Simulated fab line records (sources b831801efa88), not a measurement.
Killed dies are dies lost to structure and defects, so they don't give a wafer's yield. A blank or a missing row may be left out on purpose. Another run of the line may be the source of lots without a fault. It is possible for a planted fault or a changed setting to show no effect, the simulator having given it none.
Matching of chambers | flow gf180mcu | rie diel-02 running GF_CONTACT_ETCH_16: 4 sister chambers
The step etches BARC in N2/H2. 8 wafers are shown with their chamber, then 7 later ones without.

== WAFERS WITH THEIR CHAMBER ==
wafer  | chamber | oes product au (a.u.) | throttle valve pct (%)
L485.4 | 1       | 0.859                 | 13.232
L486.2 | 1       | 0.855                 | 13.229
L486.3 | 2       | 0.856                 | 13.227
L490.1 | 0       | 0.851                 | 13.216
L490.3 | 3       | 0.858                 | 13.224
L490.6 | 3       | 0.850                 | 13.211
L491.2 | 2       | 0.854                 | 13.232
L491.5 | 0       | 0.848                 | 13.229

== WAFERS MISSING THEIR CHAMBER ==
wafer  | oes product au (a.u.) | throttle valve pct (%)
L491.6 | 0.854                 | 13.222
L495.1 | 0.854                 | 13.226
L495.4 | 0.863                 | 13.239
L495.5 | 0.850                 | 13.223
L504.4 | 0.854                 | 13.196
L504.5 | 0.850                 | 13.235
L504.6 | 0.853                 | 13.221

== WHICH CHAMBER EACH ONE RAN IN ==
wafer  | from the rows above               | in truth
L491.6 | can't be placed: 3 or 2 or 0 or 1 | 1
L495.1 | can't be placed: 2 or 1 or 3 or 0 | 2
L495.4 | can't be placed: 1 or 2 or 3      | 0
L495.5 | can't be placed: 0 or 3 or 2      | 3
L504.4 | can't be placed: 3 or 0 or 2 or 1 | 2
L504.5 | can't be placed: 2 or 0 or 1 or 3 | 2
L504.6 | can't be placed: 3 or 0 or 2 or 1 | 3
0 of 7 placed correctly. Cannot be placed on the basis of these rows: 7; the candidates contain the true chamber in 6. 0 placed wrongly.
How it was worked out, from the rows above alone: a wafer's distance from a chamber is the root of the sum, over the readings, of the square of ((its reading less the chamber's mean) divided by the reading's scatter). The wafer belongs to the nearest chamber; if the next one is less than 2 further off, it can't be placed. A chamber's mean is the mean of its shown wafers. How the scatter is found: for the shown wafers, subtract from each reading the mean of its chamber, square and add these, divide the total by (wafers less chambers), then take the root.
